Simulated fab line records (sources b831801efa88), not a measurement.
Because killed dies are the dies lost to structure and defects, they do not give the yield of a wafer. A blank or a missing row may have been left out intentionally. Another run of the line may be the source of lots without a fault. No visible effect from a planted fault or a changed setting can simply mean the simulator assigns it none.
fab line records + flow sfq_line
record:
- lots: 14
- wafers: 42
- last_day: 91
route steps=325 shown M1@59
lots that met no fault: from a run of the same line without faults
start_h: the number of hours between the record's first day and the start of the first shown wafer of the lot + wait_h: hours from the lot's prior step to this one + " same as the row above + L1.1+2: a single row standing in for several wafers + - no value, or no start given + * or withheld: withheld + < > ~ a bound
route shown NAME@n: NAME is a module with steps in the file, n the number in the route of the first one + usual: average and standard deviation across the fault-free wafers + same: alike in all rows + chamber/n: place in a boat + sites: readings site by site + _std_site: standard deviation across them + _edge_site: outer sites' mean less inner sites' + radius_mm: for every site, how far away it sits from the centre of the wafer + mask NAME#n: copy n + behind: the most recent tool/chamber to have shaped the wafer + hold: cause of the lot's hold/its duration in hours/its outcome + device: names the non-switching transistor (n, p or np) + end of line: tests of these same wafers at the route's end + step lacking rows: just its recipe + killed: at the first sort, the dies lost to defects and structure; wafer yield is something else + map: dies across one wafer; x = killed, . = not, _ = none there
set.NAME: the setting that was run; set.NAME@STEP: the one run at that earlier step + model.NAME: the simulator's own value behind a step, which no gauge read
steps of the route over a sample of lots; a table a step, a row a wafer
services: a tool's chamber out of use, with start hour (start_h, from the record's first day; less than 0 if before it), hours out, and reason
== steps ==
step: SFQ_TRILAYER_M1_DEP_SPUTTER_037
recipe:
- material: Nb
- base_pressure_pa: 1.33e-06
- chamber_pressure_pa: 0.1333
- substrate_temp_c: 20
- resputter_cathode_voltage_v: 400
- target_thk_nm: 200
- power_w: 2000
- time_s: 133.3
usual:
- throttle_valve_pct: 30.0/0.97
| lot.wafer | tool           | chamber | start_h | wait_h | throttle_valve_pct |
|-----------|----------------|---------|---------|--------|--------------------|
| L445.3    | pvd_sputter-04 | -       | 394.33  | 0.0    | 30.7               |
| L445.5    | "              | -       | "       | "      | 29.0               |
| L445.6    | "              | -       | "       | "      | 29.2               |
| L446.3    | pvd_sputter-03 | -       | 402.73  | 0.0    | 29.5               |
| L446.4    | "              | -       | "       | "      | 31.2               |
| L446.5    | "              | -       | "       | "      | 31.9               |
| L447.1    | pvd_sputter-03 | -       | 408.73  | 0.0    | 29.7               |
| L447.2    | "              | -       | "       | "      | 31.6               |
| L447.3    | "              | -       | "       | "      | 29.2               |
| L448.1    | pvd_sputter-06 | -       | 417.73  | 0.0    | 29.8               |
| L448.3    | "              | -       | "       | "      | 30.1               |
| L448.4    | "              | -       | "       | "      | 29.0               |
| L450.2    | pvd_sputter-06 | -       | 426.85  | 0.0    | 29.0               |
| L450.3    | "              | -       | "       | "      | 31.1               |
| L450.4    | "              | -       | "       | "      | 30.0               |
| L451.2    | pvd_sputter-06 | -       | 437.02  | 0.0    | 29.0               |
| L451.3    | "              | -       | "       | "      | 30.2               |
| L451.6    | "              | -       | "       | "      | 31.2               |
| L452.3    | pvd_sputter-03 | -       | 480.18  | 0.0    | 31.9               |
| L452.5    | "              | -       | "       | "      | 29.8               |
| L452.6    | "              | -       | "       | "      | 29.3               |
| L453.2    | pvd_sputter-06 | -       | 497.25  | 0.0    | 28.8               |
| L453.4    | "              | -       | "       | "      | 31.4               |
| L453.6    | "              | -       | "       | "      | 30.0               |
| L454.1    | pvd_sputter-04 | -       | 523.65  | 0.0    | 29.2               |
| L454.2    | "              | -       | "       | "      | 28.9               |
| L454.5    | "              | -       | "       | "      | 30.8               |
| L456.1    | pvd_sputter-04 | -       | 537.29  | 0.0    | 28.7               |
| L456.4    | "              | -       | "       | "      | 29.3               |
| L456.6    | "              | -       | "       | "      | 29.5               |
| L458.4    | pvd_sputter-04 | -       | 549.27  | 0.0    | 30.9               |
| L458.5    | "              | -       | "       | "      | 30.7               |
| L458.6    | "              | -       | "       | "      | 28.9               |
| L462.1    | pvd_sputter-04 | -       | 593.57  | 0.0    | 29.0               |
| L462.3    | "              | -       | "       | "      | 29.2               |
| L462.6    | "              | -       | "       | "      | 28.8               |
| L464.2    | pvd_sputter-04 | -       | 612.90  | 0.0    | 28.8               |
| L464.4    | "              | -       | "       | "      | 29.3               |
| L464.5    | "              | -       | "       | "      | 29.0               |
| L465.1    | pvd_sputter-04 | -       | 616.62  | 0.0    | 28.8               |
| L465.4    | "              | -       | "       | "      | 29.5               |
| L465.6    | "              | -       | "       | "      | 28.9               |
step: SFQ_M1_RS_MEAS_909
recipe:
- thk_meas_gauge: four-point-probe
- reads: Nb_of_TRILAYER_M1_DEP_SPUTTER_037
usual:
- M1_NB_RS: 0.893/0.0096
| lot.wafer | tool          | chamber | start_h | wait_h | M1_NB_RS[ohm/sq] |
|-----------|---------------|---------|---------|--------|------------------|
| L445.3    | film_metro-04 | -       | 394.46  | 0.1    | 0.891            |
| L445.5    | "             | -       | "       | "      | 0.894            |
| L445.6    | "             | -       | "       | "      | 0.887            |
| L446.3    | film_metro-04 | -       | 402.86  | 0.1    | 0.899            |
| L446.4    | "             | -       | "       | "      | 0.904            |
| L446.5    | "             | -       | "       | "      | 0.910            |
| L447.1    | film_metro-04 | -       | 408.82  | 0.0    | 0.893            |
| L447.2    | "             | -       | "       | "      | 0.900            |
| L447.3    | "             | -       | "       | "      | 0.897            |
| L448.1    | film_metro-04 | -       | 417.82  | 0.0    | 0.902            |
| L448.3    | "             | -       | "       | "      | 0.903            |
| L448.4    | "             | -       | "       | "      | 0.908            |
| L450.2    | film_metro-02 | -       | 426.96  | 0.1    | 0.890            |
| L450.3    | "             | -       | "       | "      | 0.885            |
| L450.4    | "             | -       | "       | "      | 0.897            |
| L451.2    | film_metro-01 | -       | 437.13  | 0.1    | 0.917            |
| L451.3    | "             | -       | "       | "      | 0.918            |
| L451.6    | "             | -       | "       | "      | 0.906            |
| L452.3    | film_metro-02 | -       | 480.31  | 0.1    | 0.890            |
| L452.5    | "             | -       | "       | "      | 0.885            |
| L452.6    | "             | -       | "       | "      | 0.888            |
| L453.2    | film_metro-02 | -       | 497.36  | 0.1    | 0.883            |
| L453.4    | "             | -       | "       | "      | 0.894            |
| L453.6    | "             | -       | "       | "      | 0.895            |
| L454.1    | film_metro-02 | -       | 523.74  | 0.0    | 0.890            |
| L454.2    | "             | -       | "       | "      | 0.890            |
| L454.5    | "             | -       | "       | "      | 0.898            |
| L456.1    | film_metro-04 | -       | 537.38  | 0.0    | 0.883            |
| L456.4    | "             | -       | "       | "      | 0.881            |
| L456.6    | "             | -       | "       | "      | 0.891            |
| L458.4    | film_metro-01 | -       | 549.42  | 0.1    | 0.891            |
| L458.5    | "             | -       | "       | "      | 0.889            |
| L458.6    | "             | -       | "       | "      | 0.880            |
| L462.1    | film_metro-02 | -       | 593.66  | 0.0    | 0.887            |
| L462.3    | "             | -       | "       | "      | 0.884            |
| L462.6    | "             | -       | "       | "      | 0.891            |
| L464.2    | film_metro-04 | -       | 613.01  | 0.1    | 0.898            |
| L464.4    | "             | -       | "       | "      | 0.711            |
| L464.5    | "             | -       | "       | "      | 0.904            |
| L465.1    | film_metro-01 | -       | 616.71  | 0.0    | 0.887            |
| L465.4    | "             | -       | "       | "      | 0.704            |
| L465.6    | "             | -       | "       | "      | 0.893            |
step: SFQ_TRILAYER_M1_ETCH_METAL_ETCH_042
recipe:
- target: Nb
- stop_on: SiO2
- mask_material: PR
- chemistry: Cl2/Ar
- target_depth_nm: 240
- icp_w: 600
- bias_w: 80
- pressure_mtorr: 10
- time_s: 120
usual:
- drypump_motor_current_A: 5.65/0.27
- oes_product_au: 0.892/0.0068
| lot.wafer | tool         | chamber | start_h | wait_h | drypump_motor_current_A | oes_product_au | rf_hours_counter_h |
|-----------|--------------|---------|---------|--------|-------------------------|----------------|--------------------|
| L445.3    | rie_metal-01 | 1       | 556.82  | 0.1    | 5.71                    | 0.890          | -                  |
| L445.5    | "            | 0       | "       | "      | 5.81                    | 0.888          | -                  |
| L445.6    | "            | 1       | "       | "      | 5.72                    | 0.893          | -                  |
| L446.3    | rie_metal-02 | 1       | 564.02  | 0.1    | 5.78                    | 0.882          | -                  |
| L446.4    | "            | 0       | "       | "      | 5.94                    | 0.889          | -                  |
| L446.5    | "            | 1       | "       | "      | 5.76                    | 0.888          | -                  |
| L447.1    | rie_metal-02 | 1       | 573.48  | 0.0    | 5.75                    | 0.891          | 97                 |
| L447.2    | "            | 0       | "       | "      | 6.05                    | 0.891          | 136                |
| L447.3    | "            | 1       | "       | "      | 5.77                    | 0.885          | -                  |
| L448.1    | rie_metal-01 | 1       | 586.74  | 0.1    | 5.71                    | 0.884          | 46                 |
| L448.3    | "            | 1       | "       | "      | 5.68                    | 0.883          | -                  |
| L448.4    | "            | 1       | "       | "      | 5.70                    | 0.881          | -                  |
| L450.2    | rie_metal-04 | 1       | 598.80  | 0.0    | 5.34                    | 0.892          | 20                 |
| L450.3    | "            | 1       | "       | "      | 5.31                    | 0.899          | -                  |
| L450.4    | "            | 0       | "       | "      | 5.17                    | 0.892          | -                  |
| L451.2    | rie_metal-02 | 1       | 606.00  | 0.0    | 5.79                    | 0.878          | 103                |
| L451.3    | "            | 1       | "       | "      | 5.77                    | 0.882          | -                  |
| L451.6    | "            | 1       | "       | "      | 5.77                    | 0.885          | -                  |
| L452.3    | rie_metal-04 | 1       | 642.17  | 0.1    | 5.34                    | 0.886          | -                  |
| L452.5    | "            | 1       | "       | "      | 5.33                    | 0.892          | -                  |
| L452.6    | "            | 0       | "       | "      | 5.18                    | 0.899          | -                  |
| L453.2    | rie_metal-02 | 1       | 660.13  | 0.0    | 5.77                    | 0.892          | 109                |
| L453.4    | "            | 1       | "       | "      | 5.77                    | 0.890          | -                  |
| L453.6    | "            | 0       | "       | "      | 5.98                    | 0.893          | -                  |
| L454.1    | rie_metal-01 | 1       | 684.82  | 0.0    | 5.68                    | 0.900          | 60                 |
| L454.2    | "            | 0       | "       | "      | 5.80                    | 0.889          | 129                |
| L454.5    | "            | 1       | "       | "      | 5.70                    | 0.889          | -                  |
| L456.1    | rie_metal-04 | 0       | 696.82  | 0.0    | 5.17                    | 0.892          | 45                 |
| L456.4    | "            | 1       | "       | "      | 5.31                    | 0.906          | -                  |
| L456.6    | "            | 0       | "       | "      | 5.17                    | 0.895          | -                  |
| L458.4    | rie_metal-01 | 1       | 706.47  | 0.1    | 5.71                    | 0.904          | -                  |
| L458.5    | "            | 0       | "       | "      | 5.81                    | 0.889          | -                  |
| L458.6    | "            | 1       | "       | "      | 5.73                    | 0.898          | -                  |
| L462.1    | rie_metal-02 | 0       | 741.22  | 0.0    | 5.99                    | 0.891          | 13                 |
| L462.3    | "            | 1       | "       | "      | 5.78                    | 0.901          | -                  |
| L462.6    | "            | 0       | "       | "      | 5.97                    | 0.898          | -                  |
| L464.2    | rie_metal-02 | 1       | 761.75  | 0.0    | 5.76                    | 0.888          | 123                |
| L464.4    | "            | 1       | "       | "      | 5.74                    | 0.999          | -                  |
| L464.5    | "            | 0       | "       | "      | 6.00                    | 0.876          | -                  |
| L465.1    | rie_metal-01 | 0       | 766.69  | 0.0    | 5.81                    | 0.896          | 141                |
| L465.4    | "            | 1       | "       | "      | 5.72                    | 0.991          | -                  |
| L465.6    | "            | 1       | "       | "      | 5.72                    | 0.890          | -                  |
== services ==
| tool           | chamber | start_h | hours | kind           |
|----------------|---------|---------|-------|----------------|
| rie_metal-02   | -       | 374.66  | 4.3   | pm             |
| rie_metal-04   | -       | 418.60  | 14.6  | pm             |
| rie_metal-02   | 0       | 424.22  | 3.2   | repair         |
| pvd_sputter-03 | -       | 430.07  | 11.9  | repair         |
| rie_metal-01   | -       | 439.11  | 2.8   | pm             |
| pvd_sputter-04 | -       | 447.31  | 1.6   | repair         |
| rie_metal-02   | -       | 472.20  | 1.0   | repair         |
| pvd_sputter-04 | -       | 494.28  | 4.3   | repair         |
| rie_metal-01   | -       | 495.72  | 0.1   | repair         |
| pvd_sputter-06 | -       | 518.31  | 6.7   | repair         |
| pvd_sputter-06 | -       | 540.00  | 110.0 | repair         |
| rie_metal-04   | -       | 579.00  | 0.1   | repair         |
| rie_metal-01   | 0       | 585.60  | 5.9   | repair         |
| pvd_sputter-03 | -       | 612.34  | 0.7   | repair         |
| rie_metal-02   | 0       | 616.70  | -     | clean          |
| rie_metal-02   | 0       | 616.70  | 14.7  | scheduled_down |
| rie_metal-02   | 0       | 616.70  | 14.7  | vent_cycle     |
| pvd_sputter-06 | -       | 645.15  | 11.6  | repair         |
| rie_metal-01   | 1       | 662.95  | 9.9   | repair         |
| pvd_sputter-03 | -       | 668.52  | 1.9   | repair         |
| rie_metal-01   | 0       | 679.89  | 1.5   | repair         |
| pvd_sputter-03 | -       | 690.94  | 1.0   | repair         |
| pvd_sputter-04 | -       | 710.68  | 3.0   | repair         |
| rie_metal-04   | 1       | 758.70  | 13.0  | repair         |
== key ==
first_sign:
- step: SFQ_M1_RS_MEAS_909
- reading: M1_NB_RS
- direction: down
- sigmas: 19
- usual: 0.893
- struck: 0.708
effect:
- step: SFQ_TRILAYER_M1_ETCH_METAL_ETCH_042
- reading: oes_product_au
- direction: up
- sigmas: 15
- usual: 0.892
- struck: 0.995
met_at SFQ_TRILAYER_M1_DEP_SPUTTER_037
struck_lots L464,L465
struck_wafers L464.4,L465.4
onset_between 593.57 612.90
fault:
- kind: process_parameter_drift
- tool: pvd_sputter-04
- chamber: -
- onset_h: 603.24
- steps: SFQ_TRILAYER_M1_DEP_SPUTTER_037
- channel: time_s
- offset: *
- shape: step
- end_h: 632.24
- acts_in: *
- stated: *
- scope: struck_wafers_only
